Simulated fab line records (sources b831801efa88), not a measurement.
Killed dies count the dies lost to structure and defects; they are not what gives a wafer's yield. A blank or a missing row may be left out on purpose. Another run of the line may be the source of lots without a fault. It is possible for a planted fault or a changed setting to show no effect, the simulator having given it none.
Which tool did it? || flow sky130 || 24 lots, 72 wafers sampled, at 6 steps of a route of 708

WHAT THE GAUGES SHOWED, per wafer
SKY_VIA1_OVL_MEAS_13.
{"lot": "L074", "measured": "day 33 07:56", "on": "overlay-02", "VIA1_OVL (nm)": "7 3 6"}
{"lot": "L075", "measured": "day 34 07:55", "on": "overlay-02", "VIA1_OVL (nm)": "3 1 -5"}
{"lot": "L076", "measured": "day 35 03:27", "on": "overlay-01", "VIA1_OVL (nm)": "10 6 13"}
{"lot": "L078", "measured": "day 35 07:04", "on": "overlay-01", "VIA1_OVL (nm)": "-6 -12 1"}
{"lot": "L077", "measured": "day 35 11:15", "on": "overlay-02", "VIA1_OVL (nm)": "0 1 -2"}
{"lot": "L079", "measured": "day 36 06:36", "on": "overlay-02", "VIA1_OVL (nm)": "-1 6 1"}
{"lot": "L080", "measured": "day 36 22:55", "on": "overlay-02", "VIA1_OVL (nm)": "-2 6 6"}
{"lot": "L082", "measured": "day 36 23:17", "on": "overlay-02", "VIA1_OVL (nm)": "-2 0 -10"}
{"lot": "L081", "measured": "day 37 03:22", "on": "overlay-02", "VIA1_OVL (nm)": "3 -2 3"}
{"lot": "L083", "measured": "day 37 04:56", "on": "overlay-02", "VIA1_OVL (nm)": "-4 5 10"}
{"lot": "L084", "measured": "day 37 07:03", "on": "overlay-02", "VIA1_OVL (nm)": "1 4 2"}
{"lot": "L086", "measured": "day 39 01:16", "on": "overlay-02", "VIA1_OVL (nm)": "-1 6 0"}
{"lot": "L085", "measured": "day 39 01:30", "on": "overlay-02", "VIA1_OVL (nm)": "-14 -2 -2"}
{"lot": "L087", "measured": "day 38 23:39", "on": "overlay-01", "VIA1_OVL (nm)": "6 4 3"}
{"lot": "L088", "measured": "day 39 03:56", "on": "overlay-02", "VIA1_OVL (nm)": "-1 -6 -3"}
{"lot": "L089", "measured": "day 39 06:01", "on": "overlay-01", "VIA1_OVL (nm)": "-9 -2 -2"}
{"lot": "L090", "measured": "day 39 05:41", "on": "overlay-02", "VIA1_OVL (nm)": "6 -3 -1"}
{"lot": "L091", "measured": "day 39 07:19", "on": "overlay-02", "VIA1_OVL (nm)": "7 0 8"}
{"lot": "L092", "measured": "day 39 10:15", "on": "overlay-01", "VIA1_OVL (nm)": "2 9 -3"}
{"lot": "L093", "measured": "day 39 23:13", "on": "overlay-01", "VIA1_OVL (nm)": "5 7 6"}
{"lot": "L094", "measured": "day 40 09:16", "on": "overlay-02", "VIA1_OVL (nm)": "3 -1 4"}
{"lot": "L095", "measured": "day 40 09:38", "on": "overlay-02", "VIA1_OVL (nm)": "10 13 17"}
{"lot": "L096", "measured": "day 40 15:23", "on": "overlay-02", "VIA1_OVL (nm)": "4 4 -7"}
{"lot": "L097", "measured": "day 41 05:34", "on": "overlay-01", "VIA1_OVL (nm)": "-4 8 3"}

SKY_PASSIVATION_THK_MEAS_01.
{"lot": "L074", "measured": "day 43 08:46", "on": "filmMetro-03", "PASSIVATION_CVD_00_THK (nm)": "87.3 87.2 89.6"}
{"lot": "L075", "measured": "day 44 04:25", "on": "filmMetro-01", "PASSIVATION_CVD_00_THK (nm)": "90.4 88.2 89.6"}
{"lot": "L076", "measured": "day 44 20:14", "on": "filmMetro-02", "PASSIVATION_CVD_00_THK (nm)": "90.4 90.3 90.9"}
{"lot": "L078", "measured": "day 44 20:31", "on": "filmMetro-02", "PASSIVATION_CVD_00_THK (nm)": "89.2 89.7 89.4"}
{"lot": "L077", "measured": "day 45 01:37", "on": "filmMetro-01", "PASSIVATION_CVD_00_THK (nm)": "89.6 89.7 89.8"}
{"lot": "L079", "measured": "day 45 18:28", "on": "filmMetro-02", "PASSIVATION_CVD_00_THK (nm)": "90.1 90.1 90.1"}
{"lot": "L080", "measured": "day 46 06:04", "on": "filmMetro-01", "PASSIVATION_CVD_00_THK (nm)": "89.2 89.8 90.7"}
{"lot": "L082", "measured": "day 46 07:32", "on": "filmMetro-02", "PASSIVATION_CVD_00_THK (nm)": "91.3 92.2 92.9"}
{"lot": "L081", "measured": "day 46 11:01", "on": "filmMetro-02", "PASSIVATION_CVD_00_THK (nm)": "90.7 90.1 91.9"}
{"lot": "L083", "measured": "day 46 13:07", "on": "filmMetro-01", "PASSIVATION_CVD_00_THK (nm)": "88.8 88.5 89.2"}
{"lot": "L084", "measured": "day 46 12:38", "on": "filmMetro-01", "PASSIVATION_CVD_00_THK (nm)": "90.0 91.1 90.7"}
{"lot": "L086", "measured": "day 47 22:34", "on": "filmMetro-03", "PASSIVATION_CVD_00_THK (nm)": "89.1 90.9 90.2"}
{"lot": "L085", "measured": "day 48 00:26", "on": "filmMetro-03", "PASSIVATION_CVD_00_THK (nm)": "89.9 92.0 93.6"}
{"lot": "L087", "measured": "day 47 19:37", "on": "filmMetro-01", "PASSIVATION_CVD_00_THK (nm)": "89.4 90.6 91.1"}
{"lot": "L088", "measured": "day 48 01:26", "on": "filmMetro-03", "PASSIVATION_CVD_00_THK (nm)": "88.6 90.2 91.7"}
{"lot": "L089", "measured": "day 48 04:43", "on": "filmMetro-02", "PASSIVATION_CVD_00_THK (nm)": "87.7 88.3 87.8"}
{"lot": "L090", "measured": "day 48 03:37", "on": "filmMetro-02", "PASSIVATION_CVD_00_THK (nm)": "89.5 91.0 90.2"}
{"lot": "L091", "measured": "day 48 06:37", "on": "filmMetro-02", "PASSIVATION_CVD_00_THK (nm)": "88.6 90.6 90.9"}
{"lot": "L092", "measured": "day 48 08:07", "on": "filmMetro-02", "PASSIVATION_CVD_00_THK (nm)": "90.7 92.2 92.6"}
{"lot": "L093", "measured": "day 48 16:24", "on": "filmMetro-02", "PASSIVATION_CVD_00_THK (nm)": "88.4 90.5 91.0"}
{"lot": "L094", "measured": "day 49 01:15", "on": "filmMetro-01", "PASSIVATION_CVD_00_THK (nm)": "90.1 89.4 89.2"}
{"lot": "L095", "measured": "day 49 02:10", "on": "filmMetro-02", "PASSIVATION_CVD_00_THK (nm)": "88.4 90.2 91.5"}
{"lot": "L096", "measured": "day 49 05:16", "on": "filmMetro-03", "PASSIVATION_CVD_00_THK (nm)": "89.6 90.8 90.7"}
{"lot": "L097", "measured": "day 49 16:01", "on": "filmMetro-03", "PASSIVATION_CVD_00_THK (nm)": "90.9 92.3 92.1"}

WHICH TOOL RAN EACH LOT (tool, then ch and the chambers of the sampled wafers, then the start)
{"lot": "L074", "SKY_PWDE_STRIP_09": "plasmaAsher-02 ch 0,1, day 3 16:09", "SKY_METAL2_METAL_ETCH_19": "rieMetal-04 ch 0,1, day 34 13:31", "SKY_METAL3_SPUTTER_03": "pvdSputter-01, day 35 19:19", "SKY_METAL3_SPUTTER_04": "pvdSputter-01, day 35 19:20"}
{"lot": "L075", "SKY_PWDE_STRIP_09": "plasmaAsher-04 ch 0,1, day 4 06:17", "SKY_METAL2_METAL_ETCH_19": "rieMetal-03 ch 0,1, day 35 12:49", "SKY_METAL3_SPUTTER_03": "pvdSputter-03, day 36 18:18", "SKY_METAL3_SPUTTER_04": "pvdSputter-03, day 36 18:19"}
{"lot": "L076", "SKY_PWDE_STRIP_09": "plasmaAsher-02 ch 0,1, day 4 19:10", "SKY_METAL2_METAL_ETCH_19": "rieMetal-03 ch 0,1, day 36 07:38", "SKY_METAL3_SPUTTER_03": "pvdSputter-03, day 37 12:56", "SKY_METAL3_SPUTTER_04": "pvdSputter-03, day 37 12:57"}
{"lot": "L078", "SKY_PWDE_STRIP_09": "plasmaAsher-02 ch 0,1, day 4 21:39", "SKY_METAL2_METAL_ETCH_19": "rieMetal-04 ch 0, day 36 11:38", "SKY_METAL3_SPUTTER_03": "pvdSputter-01, day 37 15:36", "SKY_METAL3_SPUTTER_04": "pvdSputter-01, day 37 15:37"}
{"lot": "L077", "SKY_PWDE_STRIP_09": "plasmaAsher-04 ch 1, day 4 21:53", "SKY_METAL2_METAL_ETCH_19": "rieMetal-01 ch 0,1, day 36 15:20", "SKY_METAL3_SPUTTER_03": "pvdSputter-03, day 37 20:13", "SKY_METAL3_SPUTTER_04": "pvdSputter-03, day 37 20:14"}
{"lot": "L079", "SKY_PWDE_STRIP_09": "plasmaAsher-03 ch 1, day 5 08:56", "SKY_METAL2_METAL_ETCH_19": "rieMetal-03 ch 0, day 37 10:53", "SKY_METAL3_SPUTTER_03": "pvdSputter-01, day 38 15:15", "SKY_METAL3_SPUTTER_04": "pvdSputter-01, day 38 15:16"}
{"lot": "L080", "SKY_PWDE_STRIP_09": "plasmaAsher-04 ch 0,1, day 5 19:13", "SKY_METAL2_METAL_ETCH_19": "rieMetal-01 ch 0,1, day 38 01:59", "SKY_METAL3_SPUTTER_03": "pvdSputter-02, day 39 06:20", "SKY_METAL3_SPUTTER_04": "pvdSputter-02, day 39 06:22"}
{"lot": "L082", "SKY_PWDE_STRIP_09": "plasmaAsher-03 ch 1, day 6 00:55", "SKY_METAL2_METAL_ETCH_19": "rieMetal-03 ch 0, day 38 02:28", "SKY_METAL3_SPUTTER_03": "pvdSputter-01, day 39 06:41", "SKY_METAL3_SPUTTER_04": "pvdSputter-01, day 39 06:43"}
{"lot": "L081", "SKY_PWDE_STRIP_09": "plasmaAsher-04 ch 0,1, day 6 01:00", "SKY_METAL2_METAL_ETCH_19": "rieMetal-01 ch 0,1, day 38 07:07", "SKY_METAL3_SPUTTER_03": "pvdSputter-01, day 39 11:08", "SKY_METAL3_SPUTTER_04": "pvdSputter-01, day 39 11:10"}
{"lot": "L083", "SKY_PWDE_STRIP_09": "plasmaAsher-02 ch 0,1, day 6 01:21", "SKY_METAL2_METAL_ETCH_19": "rieMetal-04 ch 0, day 38 08:26", "SKY_METAL3_SPUTTER_03": "pvdSputter-03, day 39 11:48", "SKY_METAL3_SPUTTER_04": "pvdSputter-03, day 39 11:49"}
{"lot": "L084", "SKY_PWDE_STRIP_09": "plasmaAsher-04 ch 0,1, day 6 04:25", "SKY_METAL2_METAL_ETCH_19": "rieMetal-03 ch 0,1, day 38 10:19", "SKY_METAL3_SPUTTER_03": "pvdSputter-01, day 39 14:01", "SKY_METAL3_SPUTTER_04": "pvdSputter-01, day 39 14:02"}
{"lot": "L086", "SKY_PWDE_STRIP_09": "plasmaAsher-03 ch 0,1, day 6 17:52", "SKY_METAL2_METAL_ETCH_19": "rieMetal-03 ch 0, day 40 03:52", "SKY_METAL3_SPUTTER_03": "pvdSputter-01, day 41 07:03", "SKY_METAL3_SPUTTER_04": "pvdSputter-01, day 41 07:04"}
{"lot": "L085", "SKY_PWDE_STRIP_09": "plasmaAsher-02 ch 0,1, day 6 18:24", "SKY_METAL2_METAL_ETCH_19": "rieMetal-01 ch 0,1, day 40 04:11", "SKY_METAL3_SPUTTER_03": "pvdSputter-03, day 41 07:44", "SKY_METAL3_SPUTTER_04": "pvdSputter-03, day 41 07:45"}
{"lot": "L087", "SKY_PWDE_STRIP_09": "plasmaAsher-03 ch 0,1, day 7 00:07", "SKY_METAL2_METAL_ETCH_19": "rieMetal-04 ch 1, day 40 01:31", "SKY_METAL3_SPUTTER_03": "pvdSputter-02, day 41 05:01", "SKY_METAL3_SPUTTER_04": "pvdSputter-02, day 41 05:02"}
{"lot": "L088", "SKY_PWDE_STRIP_09": "plasmaAsher-04 ch 0,1, day 7 05:58", "SKY_METAL2_METAL_ETCH_19": "rieMetal-01 ch 0,1, day 40 06:10", "SKY_METAL3_SPUTTER_03": "pvdSputter-01, day 41 09:37", "SKY_METAL3_SPUTTER_04": "pvdSputter-01, day 41 09:38"}
{"lot": "L089", "SKY_PWDE_STRIP_09": "plasmaAsher-03 ch 0,1, day 7 11:04", "SKY_METAL2_METAL_ETCH_19": "rieMetal-04 ch 0,1, day 40 09:17", "SKY_METAL3_SPUTTER_03": "pvdSputter-02, day 41 12:26", "SKY_METAL3_SPUTTER_04": "pvdSputter-02, day 41 12:28"}
{"lot": "L090", "SKY_PWDE_STRIP_09": "plasmaAsher-03 ch 0,1, day 7 12:38", "SKY_METAL2_METAL_ETCH_19": "rieMetal-04 ch 0,1, day 40 08:09", "SKY_METAL3_SPUTTER_03": "pvdSputter-02, day 41 11:38", "SKY_METAL3_SPUTTER_04": "pvdSputter-02, day 41 11:39"}
{"lot": "L091", "SKY_PWDE_STRIP_09": "plasmaAsher-04 ch 0,1, day 7 21:07", "SKY_METAL2_METAL_ETCH_19": "rieMetal-03 ch 0,1, day 40 09:38", "SKY_METAL3_SPUTTER_03": "pvdSputter-01, day 41 12:44", "SKY_METAL3_SPUTTER_04": "pvdSputter-01, day 41 12:46"}
{"lot": "L092", "SKY_PWDE_STRIP_09": "plasmaAsher-03 ch 0,1, day 8 00:46", "SKY_METAL2_METAL_ETCH_19": "rieMetal-03 ch 0,1, day 40 12:52", "SKY_METAL3_SPUTTER_03": "pvdSputter-02, day 41 15:36", "SKY_METAL3_SPUTTER_04": "pvdSputter-02, day 41 15:37"}
{"lot": "L093", "SKY_PWDE_STRIP_09": "plasmaAsher-02 ch 0,1, day 8 04:28", "SKY_METAL2_METAL_ETCH_19": "rieMetal-03 ch 0,1, day 41 01:34", "SKY_METAL3_SPUTTER_03": "pvdSputter-02, day 42 04:11", "SKY_METAL3_SPUTTER_04": "pvdSputter-02, day 42 04:12"}
{"lot": "L094", "SKY_PWDE_STRIP_09": "plasmaAsher-04 ch 0,1, day 8 12:36", "SKY_METAL2_METAL_ETCH_19": "rieMetal-04 ch 0,1, day 41 11:10", "SKY_METAL3_SPUTTER_03": "pvdSputter-02, day 42 13:41", "SKY_METAL3_SPUTTER_04": "pvdSputter-02, day 42 13:43"}
{"lot": "L095", "SKY_PWDE_STRIP_09": "plasmaAsher-04 ch 0,1, day 8 19:16", "SKY_METAL2_METAL_ETCH_19": "rieMetal-03 ch 0,1, day 41 12:01", "SKY_METAL3_SPUTTER_03": "pvdSputter-02, day 42 14:34", "SKY_METAL3_SPUTTER_04": "pvdSputter-02, day 42 14:35"}
{"lot": "L096", "SKY_PWDE_STRIP_09": "plasmaAsher-04 ch 0,1, day 9 00:52", "SKY_METAL2_METAL_ETCH_19": "rieMetal-03 ch 0,1, day 41 17:05", "SKY_METAL3_SPUTTER_03": "pvdSputter-03, day 42 19:36", "SKY_METAL3_SPUTTER_04": "pvdSputter-03, day 42 19:37"}
{"lot": "L097", "SKY_PWDE_STRIP_09": "plasmaAsher-04 ch 0,1, day 9 13:10", "SKY_METAL2_METAL_ETCH_19": "rieMetal-03 ch 0,1, day 42 06:13", "SKY_METAL3_SPUTTER_03": "pvdSputter-01, day 43 08:29", "SKY_METAL3_SPUTTER_04": "pvdSputter-01, day 43 08:31"}
- SKY_PWDE_STRIP_09: strips in O2/N2.
- SKY_METAL2_METAL_ETCH_19: etches the open film in Cl2/BCl3, stops on SiO2, target depth 360 nm, time 78 s.
- SKY_METAL3_SPUTTER_03: material Ti, target thk 5 nm, time 3.3 s.
- SKY_METAL3_SPUTTER_04: material TiN, target thk 70 nm, time 58.3 s.

WHAT THE TOOLS THEMSELVES READ (means of the sampled wafers that have a number; where no wafer has one, the mark that the record gives instead)
SKY_PWDE_STRIP_09.
{"lot": "L074", "tool": "plasmaAsher-02", "drypumpMotorCurrentA (A)": 5.3, "oesProductAu (a.u.)": 0.722, "stripTimeToEndpointS (s)": 36.96}
{"lot": "L075", "tool": "plasmaAsher-04", "drypumpMotorCurrentA (A)": 6.1, "oesProductAu (a.u.)": 0.722, "stripTimeToEndpointS (s)": 37.06}
{"lot": "L076", "tool": "plasmaAsher-02", "drypumpMotorCurrentA (A)": 5.3, "oesProductAu (a.u.)": 0.725, "stripTimeToEndpointS (s)": 36.98}
{"lot": "L078", "tool": "plasmaAsher-02", "drypumpMotorCurrentA (A)": 5.2, "oesProductAu (a.u.)": 0.724, "stripTimeToEndpointS (s)": 36.97}
{"lot": "L077", "tool": "plasmaAsher-04", "drypumpMotorCurrentA (A)": 6.1, "oesProductAu (a.u.)": 0.731, "stripTimeToEndpointS (s)": 37.04}
{"lot": "L079", "tool": "plasmaAsher-03", "drypumpMotorCurrentA (A)": 5.9, "oesProductAu (a.u.)": 0.722, "stripTimeToEndpointS (s)": 36.92}
{"lot": "L080", "tool": "plasmaAsher-04", "drypumpMotorCurrentA (A)": 6.1, "oesProductAu (a.u.)": 0.723, "stripTimeToEndpointS (s)": 36.92}
{"lot": "L082", "tool": "plasmaAsher-03", "drypumpMotorCurrentA (A)": 5.9, "oesProductAu (a.u.)": 0.725, "stripTimeToEndpointS (s)": 36.82}
{"lot": "L081", "tool": "plasmaAsher-04", "drypumpMotorCurrentA (A)": 6.2, "oesProductAu (a.u.)": 0.720, "stripTimeToEndpointS (s)": 36.95}
{"lot": "L083", "tool": "plasmaAsher-02", "drypumpMotorCurrentA (A)": 5.2, "oesProductAu (a.u.)": 0.719, "stripTimeToEndpointS (s)": 36.82}
{"lot": "L084", "tool": "plasmaAsher-04", "drypumpMotorCurrentA (A)": 6.2, "oesProductAu (a.u.)": 0.722, "stripTimeToEndpointS (s)": 36.89}
{"lot": "L086", "tool": "plasmaAsher-03", "drypumpMotorCurrentA (A)": 5.7, "oesProductAu (a.u.)": 0.722, "stripTimeToEndpointS (s)": 36.95}
{"lot": "L085", "tool": "plasmaAsher-02", "drypumpMotorCurrentA (A)": 5.2, "oesProductAu (a.u.)": 0.720, "stripTimeToEndpointS (s)": 36.70}
{"lot": "L087", "tool": "plasmaAsher-03", "drypumpMotorCurrentA (A)": 5.5, "oesProductAu (a.u.)": 0.722, "stripTimeToEndpointS (s)": 36.82}
{"lot": "L088", "tool": "plasmaAsher-04", "drypumpMotorCurrentA (A)": 6.1, "oesProductAu (a.u.)": 0.723, "stripTimeToEndpointS (s)": 37.01}
{"lot": "L089", "tool": "plasmaAsher-03", "drypumpMotorCurrentA (A)": 5.5, "oesProductAu (a.u.)": 0.719, "stripTimeToEndpointS (s)": 37.03}
{"lot": "L090", "tool": "plasmaAsher-03", "drypumpMotorCurrentA (A)": 5.5, "oesProductAu (a.u.)": 0.725, "stripTimeToEndpointS (s)": 36.95}
{"lot": "L091", "tool": "plasmaAsher-04", "drypumpMotorCurrentA (A)": 6.2, "oesProductAu (a.u.)": 0.726, "stripTimeToEndpointS (s)": 36.90}
{"lot": "L092", "tool": "plasmaAsher-03", "drypumpMotorCurrentA (A)": 5.7, "oesProductAu (a.u.)": 0.721, "stripTimeToEndpointS (s)": 36.95}
{"lot": "L093", "tool": "plasmaAsher-02", "drypumpMotorCurrentA (A)": 5.3, "oesProductAu (a.u.)": 0.721, "stripTimeToEndpointS (s)": 36.89}
{"lot": "L094", "tool": "plasmaAsher-04", "drypumpMotorCurrentA (A)": 6.2, "oesProductAu (a.u.)": 0.724, "stripTimeToEndpointS (s)": 36.97}
{"lot": "L095", "tool": "plasmaAsher-04", "drypumpMotorCurrentA (A)": 6.1, "oesProductAu (a.u.)": 0.723, "stripTimeToEndpointS (s)": 37.00}
{"lot": "L096", "tool": "plasmaAsher-04", "drypumpMotorCurrentA (A)": 6.1, "oesProductAu (a.u.)": 0.725, "stripTimeToEndpointS (s)": 37.10}
{"lot": "L097", "tool": "plasmaAsher-04", "drypumpMotorCurrentA (A)": 6.1, "oesProductAu (a.u.)": 0.721, "stripTimeToEndpointS (s)": 36.81}

SKY_METAL2_METAL_ETCH_19.
{"lot": "L074", "tool": "rieMetal-04", "drypumpMotorCurrentA (A)": 6.1, "oesProductAu (a.u.)": 0.851, "throttleValvePct (%)": 22.270}
{"lot": "L075", "tool": "rieMetal-03", "drypumpMotorCurrentA (A)": 6.3, "oesProductAu (a.u.)": 0.849, "throttleValvePct (%)": 22.259}
{"lot": "L076", "tool": "rieMetal-03", "drypumpMotorCurrentA (A)": 6.2, "oesProductAu (a.u.)": 0.848, "throttleValvePct (%)": 22.269}
{"lot": "L078", "tool": "rieMetal-04", "drypumpMotorCurrentA (A)": 5.9, "oesProductAu (a.u.)": 0.851, "throttleValvePct (%)": 22.256}
{"lot": "L077", "tool": "rieMetal-01", "drypumpMotorCurrentA (A)": 5.4, "oesProductAu (a.u.)": 0.852, "throttleValvePct (%)": 22.267}
{"lot": "L079", "tool": "rieMetal-03", "drypumpMotorCurrentA (A)": 6.6, "oesProductAu (a.u.)": 0.856, "throttleValvePct (%)": 22.272}
{"lot": "L080", "tool": "rieMetal-01", "drypumpMotorCurrentA (A)": 5.6, "oesProductAu (a.u.)": 0.858, "throttleValvePct (%)": 22.271}
{"lot": "L082", "tool": "rieMetal-03", "drypumpMotorCurrentA (A)": 6.5, "oesProductAu (a.u.)": 0.852, "throttleValvePct (%)": 22.262}
{"lot": "L081", "tool": "rieMetal-01", "drypumpMotorCurrentA (A)": 5.4, "oesProductAu (a.u.)": 0.855, "throttleValvePct (%)": 22.252}
{"lot": "L083", "tool": "rieMetal-04", "drypumpMotorCurrentA (A)": 5.8, "oesProductAu (a.u.)": 0.852, "throttleValvePct (%)": 22.266}
{"lot": "L084", "tool": "rieMetal-03", "drypumpMotorCurrentA (A)": 6.2, "oesProductAu (a.u.)": 0.847, "throttleValvePct (%)": 22.265}
{"lot": "L086", "tool": "rieMetal-03", "drypumpMotorCurrentA (A)": 6.5, "oesProductAu (a.u.)": 0.853, "throttleValvePct (%)": 22.262}
{"lot": "L085", "tool": "rieMetal-01", "drypumpMotorCurrentA (A)": 5.4, "oesProductAu (a.u.)": 0.858, "throttleValvePct (%)": 22.258}
{"lot": "L087", "tool": "rieMetal-04", "drypumpMotorCurrentA (A)": 6.5, "oesProductAu (a.u.)": 0.855, "throttleValvePct (%)": 22.277}
{"lot": "L088", "tool": "rieMetal-01", "drypumpMotorCurrentA (A)": 5.4, "oesProductAu (a.u.)": 0.850, "throttleValvePct (%)": 22.263}
{"lot": "L089", "tool": "rieMetal-04", "drypumpMotorCurrentA (A)": 6.3, "oesProductAu (a.u.)": 0.862, "throttleValvePct (%)": 22.271}
{"lot": "L090", "tool": "rieMetal-04", "drypumpMotorCurrentA (A)": 6.3, "oesProductAu (a.u.)": 0.858, "throttleValvePct (%)": 22.260}
{"lot": "L091", "tool": "rieMetal-03", "drypumpMotorCurrentA (A)": 6.2, "oesProductAu (a.u.)": 0.858, "throttleValvePct (%)": 22.264}
{"lot": "L092", "tool": "rieMetal-03", "drypumpMotorCurrentA (A)": 6.0, "oesProductAu (a.u.)": 0.854, "throttleValvePct (%)": 22.268}
{"lot": "L093", "tool": "rieMetal-03", "drypumpMotorCurrentA (A)": 6.0, "oesProductAu (a.u.)": 0.855, "throttleValvePct (%)": 22.271}
{"lot": "L094", "tool": "rieMetal-04", "drypumpMotorCurrentA (A)": 6.1, "oesProductAu (a.u.)": 0.854, "throttleValvePct (%)": 22.273}
{"lot": "L095", "tool": "rieMetal-03", "drypumpMotorCurrentA (A)": 6.0, "oesProductAu (a.u.)": 0.860, "throttleValvePct (%)": 22.270}
{"lot": "L096", "tool": "rieMetal-03", "drypumpMotorCurrentA (A)": 6.3, "oesProductAu (a.u.)": 0.853, "throttleValvePct (%)": 22.273}
{"lot": "L097", "tool": "rieMetal-03", "drypumpMotorCurrentA (A)": 6.2, "oesProductAu (a.u.)": 0.852, "throttleValvePct (%)": 22.271}

SKY_METAL3_SPUTTER_03.
{"lot": "L074", "tool": "pvdSputter-01", "throttleValvePct (%)": 30.0}
{"lot": "L075", "tool": "pvdSputter-03", "throttleValvePct (%)": 29.2}
{"lot": "L076", "tool": "pvdSputter-03", "throttleValvePct (%)": 28.7}
{"lot": "L078", "tool": "pvdSputter-01", "throttleValvePct (%)": 31.0}
{"lot": "L077", "tool": "pvdSputter-03", "throttleValvePct (%)": 29.8}
{"lot": "L079", "tool": "pvdSputter-01", "throttleValvePct (%)": 29.3}
{"lot": "L080", "tool": "pvdSputter-02", "throttleValvePct (%)": 29.8}
{"lot": "L082", "tool": "pvdSputter-01", "throttleValvePct (%)": 30.0}
{"lot": "L081", "tool": "pvdSputter-01", "throttleValvePct (%)": 29.9}
{"lot": "L083", "tool": "pvdSputter-03", "throttleValvePct (%)": 29.7}
{"lot": "L084", "tool": "pvdSputter-01", "throttleValvePct (%)": 29.1}
{"lot": "L086", "tool": "pvdSputter-01", "throttleValvePct (%)": 29.4}
{"lot": "L085", "tool": "pvdSputter-03", "throttleValvePct (%)": 30.9}
{"lot": "L087", "tool": "pvdSputter-02", "throttleValvePct (%)": 29.4}
{"lot": "L088", "tool": "pvdSputter-01", "throttleValvePct (%)": 28.9}
{"lot": "L089", "tool": "pvdSputter-02", "throttleValvePct (%)": 30.1}
{"lot": "L090", "tool": "pvdSputter-02", "throttleValvePct (%)": 30.8}
{"lot": "L091", "tool": "pvdSputter-01", "throttleValvePct (%)": 29.9}
{"lot": "L092", "tool": "pvdSputter-02", "throttleValvePct (%)": 29.2}
{"lot": "L093", "tool": "pvdSputter-02", "throttleValvePct (%)": 30.9}
{"lot": "L094", "tool": "pvdSputter-02", "throttleValvePct (%)": 29.8}
{"lot": "L095", "tool": "pvdSputter-02", "throttleValvePct (%)": 30.4}
{"lot": "L096", "tool": "pvdSputter-03", "throttleValvePct (%)": 29.6}
{"lot": "L097", "tool": "pvdSputter-01", "throttleValvePct (%)": 29.5}

SKY_METAL3_SPUTTER_04.
{"lot": "L074", "tool": "pvdSputter-01", "throttleValvePct (%)": 29.9}
{"lot": "L075", "tool": "pvdSputter-03", "throttleValvePct (%)": 29.1}
{"lot": "L076", "tool": "pvdSputter-03", "throttleValvePct (%)": 28.7}
{"lot": "L078", "tool": "pvdSputter-01", "throttleValvePct (%)": 31.1}
{"lot": "L077", "tool": "pvdSputter-03", "throttleValvePct (%)": 29.8}
{"lot": "L079", "tool": "pvdSputter-01", "throttleValvePct (%)": 29.4}
{"lot": "L080", "tool": "pvdSputter-02", "throttleValvePct (%)": 29.9}
{"lot": "L082", "tool": "pvdSputter-01", "throttleValvePct (%)": 29.9}
{"lot": "L081", "tool": "pvdSputter-01", "throttleValvePct (%)": 29.9}
{"lot": "L083", "tool": "pvdSputter-03", "throttleValvePct (%)": 29.4}
{"lot": "L084", "tool": "pvdSputter-01", "throttleValvePct (%)": 29.1}
{"lot": "L086", "tool": "pvdSputter-01", "throttleValvePct (%)": 29.3}
{"lot": "L085", "tool": "pvdSputter-03", "throttleValvePct (%)": 30.9}
{"lot": "L087", "tool": "pvdSputter-02", "throttleValvePct (%)": 29.5}
{"lot": "L088", "tool": "pvdSputter-01", "throttleValvePct (%)": 28.9}
{"lot": "L089", "tool": "pvdSputter-02", "throttleValvePct (%)": 30.0}
{"lot": "L090", "tool": "pvdSputter-02", "throttleValvePct (%)": 30.6}
{"lot": "L091", "tool": "pvdSputter-01", "throttleValvePct (%)": 30.0}
{"lot": "L092", "tool": "pvdSputter-02", "throttleValvePct (%)": 29.1}
{"lot": "L093", "tool": "pvdSputter-02", "throttleValvePct (%)": 31.0}
{"lot": "L094", "tool": "pvdSputter-02", "throttleValvePct (%)": 29.8}
{"lot": "L095", "tool": "pvdSputter-02", "throttleValvePct (%)": 30.4}
{"lot": "L096", "tool": "pvdSputter-03", "throttleValvePct (%)": 29.7}
{"lot": "L097", "tool": "pvdSputter-01", "throttleValvePct (%)": 29.8}

THE ANSWER, worked out from the rows above alone
Rule: the usual values come from the lots themselves. Put in order of their means at a reading, lots are off if they are a third of the lots or fewer, leave a main group of 4 or more, and stand apart from it by a gap of 3 or more times the standard deviation of the main group's means; of several such gaps the widest counts. The tables above print the reading to a certain number of digits; a main group whose means all agree to those digits is not used. Also off: a lot with no number at a reading for which 4 or more lots have one. Where the step has rows for the other lots, those lots are counted as sound. Order of review: gauges by route order, followed by the tools' own readings, for which a lot's mean as printed above is used. The first step at which some lot is off is used, and at that step the reading that is off furthest; a lot without a number counts as furthest.
No lot is off on any of the readings shown, so nothing can be concluded from this.

WHAT THE SIMULATOR HAD INSERTED
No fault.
